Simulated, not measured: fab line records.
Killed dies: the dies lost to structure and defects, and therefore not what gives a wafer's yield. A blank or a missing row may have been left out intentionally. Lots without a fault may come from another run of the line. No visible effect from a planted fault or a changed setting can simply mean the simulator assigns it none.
fab line records -- flow sky130
[record] lots = 6, wafers = 18, last-day = 49
route steps=708 shown METAL3@561 VIA3@573 PAD_OPEN@708
lots that met no fault: from a run of the same line without faults
start-h: the number of hours between the record's first day and the start of the first shown wafer of the lot -- wait-h: time in hours since the lot's previous step -- " the same as in the row above -- L1.1+2: a single row standing in for several wafers -- - either no value or no given start -- * or withheld: withheld -- < > ~ a bound
route shown NAME@n: names a module that has steps shown in the file, with the first one's number in the route -- usual: mean and standard deviation over wafers with no fault -- same: alike in all rows -- chamber/n: place in a boat -- sites: per-site readings -- _std_site: the standard deviation of these -- _edge_site: outer sites' mean less inner sites' -- radius-mm: for every site, how far away it sits from the centre of the wafer -- mask NAME#n: copy n -- behind: the last tool/chamber to shape the wafer -- hold: the reason the lot was held/the length of the hold in hours/how it ended -- device: whichever transistor did not switch (one of n, p or np) -- end of line: at the end of the route, the tests of the same wafers -- where a step has no rows: the recipe by itself -- killed: at the first sort, the dies lost to defects and structure; wafer yield is something else -- map: per-die view of a wafer (x killed, . not killed, _ where there is no die)
set.NAME: the setting that was run; set.NAME@STEP: the one run at that earlier step -- model.NAME: the simulator's own value behind a step, which no gauge read
lots at selected steps of the route; one table per step, one row per wafer
services: when a tool's chamber went out of use (start-h, in hours from the record's first day, below 0 if earlier), for how many hours, and the reason
[[steps]]
[step SKY_METAL3_PEB_11]
[recipe] peb-temp-c = withheld, peb-time-s = withheld, resist = KrF-thick
[step SKY_METAL3_DEVELOP_12]
[recipe] develop-time-s = 60, resist = KrF-thick, dev-temp-c = 21
[step SKY_METAL3_CD_MEAS_13]
[recipe] target-cd-nm = 300
[usual] cd-nm = 300.0/1.7
lot.wafer,tool,chamber,start-h,wait-h,cd-nm
L258.1,cd-sem-01,-,952.31,-,300.8
L258.3,cd-sem-01,-,952.31,-,301.0
L258.5,cd-sem-01,-,952.31,-,300.4
L263.1,cd-sem-02,-,988.76,-,299.4
L263.4,cd-sem-02,-,988.76,-,301.9
L263.6,cd-sem-02,-,988.76,-,301.4
L266.2,cd-sem-01,-,993.30,-,300.6
L266.3,cd-sem-01,-,993.30,-,300.1
L266.5,cd-sem-01,-,993.30,-,300.7
L267.2,cd-sem-01,-,1002.03,-,299.6
L267.3,cd-sem-01,-,1002.03,-,299.6
L267.6,cd-sem-01,-,1002.03,-,299.5
L269.1,cd-sem-02,-,1010.91,-,302.6
L269.2,cd-sem-02,-,1010.91,-,302.6
L269.6,cd-sem-02,-,1010.91,-,301.3
L273.2,cd-sem-02,-,1035.98,-,299.5
L273.4,cd-sem-02,-,1035.98,-,297.9
L273.6,cd-sem-02,-,1035.98,-,299.8
[step SKY_METAL3_OVL_MEAS_14]
[usual] METAL3_OVL = 2/6.2
lot.wafer,tool,chamber,start-h,wait-h,METAL3_OVL[nm]
L258.1,overlay-02,-,952.43,0.1,-14
L258.3,overlay-02,-,952.43,0.1,-12
L258.5,overlay-02,-,952.43,0.1,-6
L263.1,overlay-01,-,988.88,0.1,-1
L263.4,overlay-01,-,988.88,0.1,1
L263.6,overlay-01,-,988.88,0.1,8
L266.2,overlay-02,-,993.41,0.1,-5
L266.3,overlay-02,-,993.41,0.1,-9
L266.5,overlay-02,-,993.41,0.1,-6
L267.2,overlay-02,-,1002.14,0.1,2
L267.3,overlay-02,-,1002.14,0.1,6
L267.6,overlay-02,-,1002.14,0.1,8
L269.1,overlay-01,-,1011.03,0.1,1
L269.2,overlay-01,-,1011.03,0.1,2
L269.6,overlay-01,-,1011.03,0.1,4
L273.2,overlay-01,-,1036.09,0.1,-5
L273.4,overlay-01,-,1036.09,0.1,1
L273.6,overlay-01,-,1036.09,0.1,0
[step SKY_METAL3_DESCUM_15]
[recipe] chemistry = O2, source-power-w = 150, bias-power-w = 0, pressure-mtorr = 10, temp-c = 40, time-s = 8
[usual] drypump-motor-current-A = 5.4/0.33, oes-product-au = 1.002/0.0086, rf-fwd-power-W = 147.5/0.85
lot.wafer,tool,chamber,start-h,wait-h,drypump-motor-current-A,oes-product-au,rf-fwd-power-W,rf-hours-counter-h
L258.1,rie-metal-02,1,952.47,0.0,5.0,1.007,147.7,5
L258.3,rie-metal-02,1,952.47,0.0,5.0,1.003,148.0,-
L258.5,rie-metal-02,1,952.47,0.0,5.0,1.007,148.0,-
L263.1,rie-metal-02,0,988.92,0.0,5.7,0.996,147.1,2
L263.4,rie-metal-02,0,988.92,0.0,5.7,1.002,147.0,-
L263.6,rie-metal-02,1,988.92,0.0,5.0,1.007,148.1,-
L266.2,rie-metal-02,0,993.44,0.0,5.7,1.005,148.2,2
L266.3,rie-metal-02,1,993.44,0.0,5.0,1.011,147.9,-
L266.5,rie-metal-02,1,993.44,0.0,5.0,1.008,148.2,-
L267.2,rie-metal-02,1,1002.17,0.0,5.0,1.007,148.8,7
L267.3,rie-metal-02,0,1002.17,0.0,5.7,1.000,147.2,-
L267.6,rie-metal-02,1,1002.17,0.0,5.0,1.011,149.0,-
L269.1,rie-metal-02,1,1011.07,0.0,5.0,1.006,147.9,8
L269.2,rie-metal-02,0,1011.07,0.0,5.7,0.998,147.2,3
L269.6,rie-metal-02,1,1011.07,0.0,5.0,1.006,148.2,-
L273.2,rie-metal-04,1,1036.12,0.0,5.6,0.997,147.6,1
L273.4,rie-metal-04,1,1036.12,0.0,5.6,1.000,147.8,-
L273.6,rie-metal-04,1,1036.12,0.0,5.6,1.002,146.8,-
[step SKY_METAL3_ETCH_16]
[recipe] chemistry = N2/H2, target = BARC, ion-energy-ev = 200, bias-w = 100, pressure-mtorr = 30, n2-flow-sccm = 100, h2-flow-sccm = 200, icp-w = 500, stop-on = SiO2, time-s = 92.27, target-depth-a = 600
[usual] drypump-motor-current-A = 5.4/0.33, oes-product-au = 0.623/0.0048, throttle-valve-pct = 13.205/0.009
lot.wafer,tool,chamber,start-h,wait-h,drypump-motor-current-A,oes-product-au,rf-hours-counter-h,throttle-valve-pct
L258.1,rie-metal-02,1,952.50,0.0,5.0,0.621,5,13.195
L258.3,rie-metal-02,1,952.50,0.0,5.0,0.633,-,13.211
L258.5,rie-metal-02,1,952.50,0.0,5.0,0.627,-,13.220
L263.1,rie-metal-02,0,988.95,0.0,5.7,0.622,2,13.197
L263.4,rie-metal-02,0,988.95,0.0,5.7,0.624,-,13.198
L263.6,rie-metal-02,1,988.95,0.0,5.0,0.625,-,13.211
L266.2,rie-metal-02,0,993.47,0.0,5.7,0.613,2,13.206
L266.3,rie-metal-02,1,993.47,0.0,5.0,0.628,-,13.185
L266.5,rie-metal-02,1,993.47,0.0,5.0,0.624,-,13.209
L267.2,rie-metal-02,1,1002.20,0.0,5.0,0.620,7,13.206
L267.3,rie-metal-02,0,1002.20,0.0,5.7,0.622,-,13.213
L267.6,rie-metal-02,1,1002.20,0.0,5.0,0.621,-,13.198
L269.1,rie-metal-02,1,1011.10,0.0,5.0,0.627,8,13.185
L269.2,rie-metal-02,0,1011.10,0.0,5.7,0.622,3,13.190
L269.6,rie-metal-02,1,1011.10,0.0,5.0,0.630,-,13.213
L273.2,rie-metal-04,1,1036.15,0.0,5.6,0.629,1,13.213
L273.4,rie-metal-04,1,1036.15,0.0,5.6,0.618,-,13.199
L273.6,rie-metal-04,1,1036.15,0.0,5.6,0.615,-,13.215
[step SKY_METAL3_ETCH_17]
[recipe] target = SiO2, stop-on = TiN, chemistry = C4F8/O2/Ar, source-w = 1500, bias-w = 1200, pressure-mtorr = 40, c4f8-flow-sccm = withheld, O2_flow_sccm = 6, Ar_flow_sccm = 300, time-s = 3.9, target-depth-a = 150
[step SKY_METAL3_METAL_ETCH_18]
[recipe] target-depth-a = 8450, stop-on = SiO2, over-etch-frac = 0.3, time-s = 183.1, chemistry = Cl2/BCl3, resist-sidewall-deg = 88, pressure-mtorr = 10, icp-w = 900, bias-w = 48.5, Cl2_flow_sccm = 60, bcl3-flow-sccm = 30
[usual] drypump-motor-current-A = 5.48/0.25, mfc-cl2-sccm = 60.01/0.17, oes-product-au = 0.880/0.0057, rf-fwd-power-W = 896.4/2.9, throttle-valve-pct = 22.263/0.0089
lot.wafer,tool,chamber,start-h,wait-h,drypump-motor-current-A,mfc-cl2-sccm,oes-product-au,rf-fwd-power-W,rf-hours-counter-h,throttle-valve-pct
L258.1,rie-metal-04,1,952.61,0.0,5.60,59.80,0.886,898.9,19,22.273
L258.3,rie-metal-04,0,952.61,0.0,5.28,59.91,0.879,896.3,-,22.269
L258.5,rie-metal-04,1,952.61,0.0,5.64,59.73,0.891,899.7,-,22.272
L263.1,rie-metal-03,0,989.06,0.0,5.64,59.75,0.886,892.0,19,22.272
L263.4,rie-metal-03,0,989.06,0.0,5.63,59.84,0.886,894.5,-,22.260
L263.6,rie-metal-03,0,989.06,0.0,5.65,59.81,0.886,893.9,-,22.252
L266.2,rie-metal-03,1,993.59,0.0,5.70,60.09,0.888,900.1,10,22.262
L266.3,rie-metal-03,0,993.59,0.0,5.59,60.22,0.881,893.8,-,22.259
L266.5,rie-metal-03,0,993.59,0.0,5.58,60.06,0.878,894.7,-,22.282
L267.2,rie-metal-03,1,1002.31,0.0,5.66,59.90,0.881,896.6,11,22.252
L267.3,rie-metal-03,0,1002.31,0.0,5.61,59.73,0.890,895.9,-,22.277
L267.6,rie-metal-03,0,1002.31,0.0,5.63,59.85,0.886,890.9,-,22.269
L269.1,rie-metal-03,1,1011.22,0.0,5.66,59.70,0.870,899.7,12,22.269
L269.2,rie-metal-03,0,1011.22,0.0,5.64,60.15,0.880,905.4,21,22.280
L269.6,rie-metal-03,0,1011.22,0.0,5.63,59.96,0.888,900.9,-,22.255
L273.2,rie-metal-02,1,1036.27,0.0,4.98,59.98,0.881,896.9,9,22.271
L273.4,rie-metal-02,0,1036.27,0.0,5.72,60.28,0.887,896.6,-,22.280
L273.6,rie-metal-02,1,1036.27,0.0,5.00,60.02,0.892,900.5,-,22.253
[step SKY_METAL3_STRIP_19]
[recipe] chemistry = O2/N2, power-w = 1400, pressure-mtorr = 1500, platen-temp-c = withheld, o2-flow-sccm = 3000, n2-flow-sccm = 300, overash-fraction = 0.5
[usual] drypump-motor-current-A = 5.8/0.36, oes-product-au = 0.501/0.0054, strip-time-to-endpoint-s = 6.50/0.084
lot.wafer,tool,chamber,start-h,wait-h,drypump-motor-current-A,oes-product-au,rf-hours-counter-h,strip-time-to-endpoint-s
L258.1,plasma-asher-03,1,952.79,0.1,6.0,0.510,114,6.63
L258.3,plasma-asher-03,0,952.79,0.1,6.5,0.505,-,6.60
L258.5,plasma-asher-03,0,952.79,0.1,6.5,0.512,-,6.69
L263.1,plasma-asher-02,1,989.24,0.1,5.6,0.503,55,6.43
L263.4,plasma-asher-02,1,989.24,0.1,5.6,0.500,-,6.37
L263.6,plasma-asher-02,0,989.24,0.1,5.6,0.499,-,6.35
L266.2,plasma-asher-04,0,993.76,0.1,6.0,0.505,26,6.57
L266.3,plasma-asher-04,0,993.76,0.1,6.1,0.500,-,6.30
L266.5,plasma-asher-04,1,993.76,0.1,5.3,0.498,-,6.39
L267.2,plasma-asher-02,1,1002.49,0.1,5.5,0.500,56,6.60
L267.3,plasma-asher-02,0,1002.49,0.1,5.6,0.495,-,6.43
L267.6,plasma-asher-02,1,1002.49,0.1,5.6,0.500,-,6.41
L269.1,plasma-asher-02,1,1011.39,0.1,5.6,0.498,57,6.57
L269.2,plasma-asher-02,0,1011.39,0.1,5.6,0.507,57,6.40
L269.6,plasma-asher-02,0,1011.39,0.1,5.6,0.500,-,6.41
L273.2,plasma-asher-02,0,1036.44,0.1,5.6,0.495,60,6.44
L273.4,plasma-asher-02,0,1036.44,0.1,5.6,0.502,-,6.48
L273.6,plasma-asher-02,0,1036.44,0.1,5.6,0.499,-,6.41
[step SKY_METAL3_STRIP_20]
[recipe] chemistry = post-etch-residue-remover, time-s = 1200, temp-c = 72.5
[step SKY_METAL3_CLEAN_21]
[recipe] chemistry = IPA, time-s = 180, temp-c = 25
[step SKY_METAL3_CLEAN_22]
[recipe] chemistry = O3/DIW, dry = n2-spin
[step SKY_VIA3_HDPCVD_00]
[recipe] material = SiO2, target-thk-nm = 1635, sigma-open-frac = 0.3, time-s = 272.5, temp-c = 400, sih4-flow-sccm = 60, pressure-mtorr = 6
lot.wafer,tool,chamber,start-h,wait-h,model.SiO2_of_VIA3_HDPCVD_00.thk-nm
L258.1,hdpcvd-02,0,953.38,0.0,1613
L258.3,hdpcvd-02,1,953.38,0.0,1632
L258.5,hdpcvd-02,2,953.38,0.0,1646
L263.1,hdpcvd-02,0,989.83,0.0,1607
L263.4,hdpcvd-02,0,989.83,0.0,1614
L263.6,hdpcvd-02,2,989.83,0.0,1624
L266.2,hdpcvd-01,1,994.36,0.0,1640
L266.3,hdpcvd-01,2,994.36,0.0,1620
L266.5,hdpcvd-01,2,994.36,0.0,1630
L267.2,hdpcvd-02,1,1003.08,0.0,1651
L267.3,hdpcvd-02,0,1003.08,0.0,2468
L267.6,hdpcvd-02,2,1003.08,0.0,1636
L269.1,hdpcvd-02,0,1011.98,0.0,2427
L269.2,hdpcvd-02,1,1011.98,0.0,1635
L269.6,hdpcvd-02,0,1011.98,0.0,2442
L273.2,hdpcvd-01,2,1037.08,0.0,1606
L273.4,hdpcvd-01,1,1037.08,0.0,1601
L273.6,hdpcvd-01,2,1037.08,0.0,1616
[step SKY_VIA3_THK_MEAS_01]
[recipe] reads = SiO2_of_VIA3_HDPCVD_00
[usual] VIA3_HDPCVD_THK = 1631/17
lot.wafer,tool,chamber,start-h,wait-h,VIA3_HDPCVD_THK[nm]
L258.1,film-metro-04,-,953.55,0.1,1611
L258.3,film-metro-04,-,953.55,0.1,1632
L258.5,film-metro-04,-,953.55,0.1,1646
L263.1,film-metro-04,-,990.00,0.1,1606
L263.4,film-metro-04,-,990.00,0.1,1615
L263.6,film-metro-04,-,990.00,0.1,1625
L266.2,film-metro-03,-,994.53,0.1,1642
L266.3,film-metro-03,-,994.53,0.1,1619
L266.5,film-metro-03,-,994.53,0.1,1631
L267.2,film-metro-03,-,1003.26,0.1,1651
L267.3,film-metro-03,-,1003.26,0.1,2467
L267.6,film-metro-03,-,1003.26,0.1,1635
L269.1,film-metro-03,-,1012.15,0.1,2427
L269.2,film-metro-03,-,1012.15,0.1,1634
L269.6,film-metro-03,-,1012.15,0.1,2442
L273.2,film-metro-01,-,1037.26,0.1,1605
L273.4,film-metro-01,-,1037.26,0.1,1602
L273.6,film-metro-01,-,1037.26,0.1,1615
[step SKY_VIA3_CMP_02]
[recipe] material = SiO2, down-force-psi = 4, platen-rpm = 60, pad-velocity-m-s = 0.94248
[usual] edge-zone-pressure-frac = 0.999/0.0054, head-pressure-psi = 4.000/0.0088, motor-current-A = 11.9/0.99
lot.wafer,tool,chamber,start-h,wait-h,edge-zone-pressure-frac,head-pressure-psi,motor-current-A
L258.1,cmp-02,2,953.61,0.1,0.995,3.994,12.7
L258.3,cmp-02,3,953.61,0.1,0.999,3.994,12.1
L258.5,cmp-02,2,953.61,0.1,0.994,3.996,12.6
L263.1,cmp-01,1,990.06,0.1,0.998,3.997,12.6
L263.4,cmp-01,2,990.06,0.1,1.001,3.999,10.6
L263.6,cmp-01,2,990.06,0.1,1.012,3.986,10.4
L266.2,cmp-01,2,994.68,0.1,1.007,3.997,10.8
L266.3,cmp-01,3,994.68,0.1,0.998,3.991,12.8
L266.5,cmp-01,1,994.68,0.1,0.993,4.012,12.6
L267.2,cmp-01,0,1003.31,0.0,0.996,4.000,11.0
L267.3,cmp-01,2,1003.31,0.0,0.999,4.006,11.0
L267.6,cmp-01,1,1003.31,0.0,1.001,3.998,12.5
L269.1,cmp-02,2,1012.25,0.1,0.997,4.006,12.6
L269.2,cmp-02,1,1012.25,0.1,0.999,4.020,11.7
L269.6,cmp-02,2,1012.25,0.1,0.997,4.004,12.2
L273.4,cmp-02,3,1037.41,0.1,1.005,3.992,13.2
L273.2,cmp-02,0,1037.41,0.1,1.000,3.995,10.8
L273.6,cmp-02,1,1037.41,0.1,1.002,3.995,11.1
[step SKY_PAD_OPEN_PROBE_99]
[usual] defect-limited-yield = 82.2/1.9, killed_at_M0_to_M3 = 44/6.8, killed_at_M4_up = 3.1/1.8, killed-at-contacts = 25/5.2, killed-at-front-end = 15/4.1, killed-at-other = 0.3/0.62, killed-dies = 88/9.4, killed-open = 48/7.1, killed-short = 40/6.1, sort_bin_3_pad_short = 0.9/0.38, sort_bin_5_function = 10.5/1.5, sort_bin_6_memory = 6.5/1.2, sort_bin_8_speed = 0.5/0.95, sort-n-pass = 402/10, sort-yield-pct = 81.6/2
[same] gross-dies = 492, killed-at-back-side = 0, sort_bin_4_leakage[%] = 0
lot.wafer,tool,chamber,start-h,wait-h,defect-limited-yield[%],killed_at_M0_to_M3,killed_at_M4_up,killed-at-contacts,killed-at-front-end,killed-at-other,killed-dies,killed-open,killed-short,sort_bin_3_pad_short[%],sort_bin_5_function[%],sort_bin_6_memory[%],sort_bin_8_speed[%],sort-n-pass,sort-yield-pct[%]
L269.1,prober-02,-,1165.38,0.1,78.9,62,3,23,16,0,104,54,50,0.4,12.8,7.9,0,388,78.9
L269.2,prober-02,-,1165.43,0.1,83.1,35,3,27,18,0,83,38,45,1.4,6.9,8.5,0,409,83.1
L269.6,prober-02,-,1165.63,0.2,80.1,56,1,22,19,0,98,53,45,0.6,12.4,6.9,0,394,80.1
L273.2,prober-01,-,1185.43,0.1,79.9,57,2,21,19,0,99,45,54,1.0,12.2,6.9,2.6,380,77.2
L273.4,prober-01,-,1185.53,0.2,85.2,29,3,28,11,2,73,48,25,0.8,7.1,6.9,0.4,417,84.8
L273.6,prober-01,-,1185.63,0.2,82.3,42,3,32,10,0,87,52,35,0.4,11.4,5.9,0.6,402,81.7
// killed by level:class
L269.1 CONTACT:geometric-particle:open=15 VIA1:geometric-particle:open=14 METAL1:geometric-particle:short=10 VIA1:geometric-particle:short=8 VIA3:geometric-particle:open=8 POLY_GATE:geometric-particle:short=6 VIA2:geometric-particle:open=6 METAL3:geometric-particle:short=6
L269.2 LI_CONTACT:geometric-particle:open=8 CONTACT:geometric-particle:open=8 VIA1:geometric-particle:open=8 METAL1:geometric-particle:short=7 LOCAL_INTERCONNECT:geometric-particle:short=6 POLY_GATE:geometric-particle:short=5 POLY_GATE:geometric-particle:open=4 METAL2:geometric-particle:short=4
L269.6 VIA1:geometric-particle:open=16 METAL2:geometric-particle:short=8 VIA1:geometric-particle:short=7 VIA2:geometric-particle:open=7 VIA3:geometric-particle:open=7 LI_CONTACT:geometric-particle:short=6 LI_CONTACT:geometric-particle:open=6 CONTACT:geometric-particle:open=5
L273.2 VIA2:geometric-particle:open=10 FIELD_ISO:geometric-particle:short=9 CONTACT:geometric-particle:open=8 METAL2:geometric-particle:short=8 VIA1:geometric-particle:open=7 FIELD_ISO:geometric-particle:open=6 VIA1:geometric-particle:short=6 VIA3:geometric-particle:open=6
L273.4 CONTACT:geometric-particle:open=11 LI_CONTACT:geometric-particle:open=10 VIA1:geometric-particle:open=10 VIA3:geometric-particle:open=5 FIELD_ISO:geometric-particle:open=3 LOCAL_INTERCONNECT:geometric-particle:short=3 VIA2:geometric-particle:open=3 FIELD_ISO:geometric-particle:short=2
L273.6 CONTACT:geometric-particle:open=13 LI_CONTACT:geometric-particle:open=8 VIA1:geometric-particle:open=8 VIA3:geometric-particle:open=7 VIA2:geometric-particle:short=6 CONTACT:geometric-particle:short=5 METAL3:geometric-particle:short=5 VIA2:geometric-particle:open=4
[[services]]
tool,chamber,start-h,hours,kind
hdpcvd-02,0,929.96,15.0,repair
cmp-01,-,943.80,5.8,pm
hdpcvd-01,-,950.25,15.0,pm
hdpcvd-01,0,950.25,15.0,vent-cycle
hdpcvd-01,1,950.25,15.0,vent-cycle
hdpcvd-01,2,950.25,15.0,vent-cycle
hdpcvd-01,0,965.25,-,clean
hdpcvd-01,1,965.25,-,clean
hdpcvd-01,2,965.25,-,clean
hdpcvd-01,-,967.94,3.9,repair
plasma-asher-02,-,986.55,1.3,repair
cmp-02,-,988.56,3.0,repair
plasma-asher-02,-,994.49,3.7,repair
cmp-02,-,994.70,4.9,pm
plasma-asher-02,-,994.86,1.7,repair
rie-metal-04,1,995.42,-,clean
rie-metal-04,1,995.42,16.6,scheduled-down
rie-metal-04,1,995.42,16.6,vent-cycle
cmp-02,-,1033.71,0.7,repair
hdpcvd-02,1,1034.31,2.1,repair
[[key]]
[first-sign] step = SKY_VIA3_THK_MEAS_01, reading = VIA3_HDPCVD_THK, direction = up, sigmas = 49, usual = 1631, struck = 2445
effect none on later readings
[model-effect] step = SKY_VIA3_HDPCVD_00, value = SiO2_of_VIA3_HDPCVD_00.thk-nm, without = 1610, struck = 2445
met-at SKY_VIA3_HDPCVD_00
struck-wafers L267.3,L269.1,L269.6
onset-between 989.83 1003.08
[fault] kind = process-parameter-drift, tool = hdpcvd-02, chamber = 0, onset-h = 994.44, steps = SKY_VIA3_HDPCVD_00, channel = target-thk-nm, offset = 835.34, shape = step, end-h = 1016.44, acts-in = these-recipes-only, stated = 1635
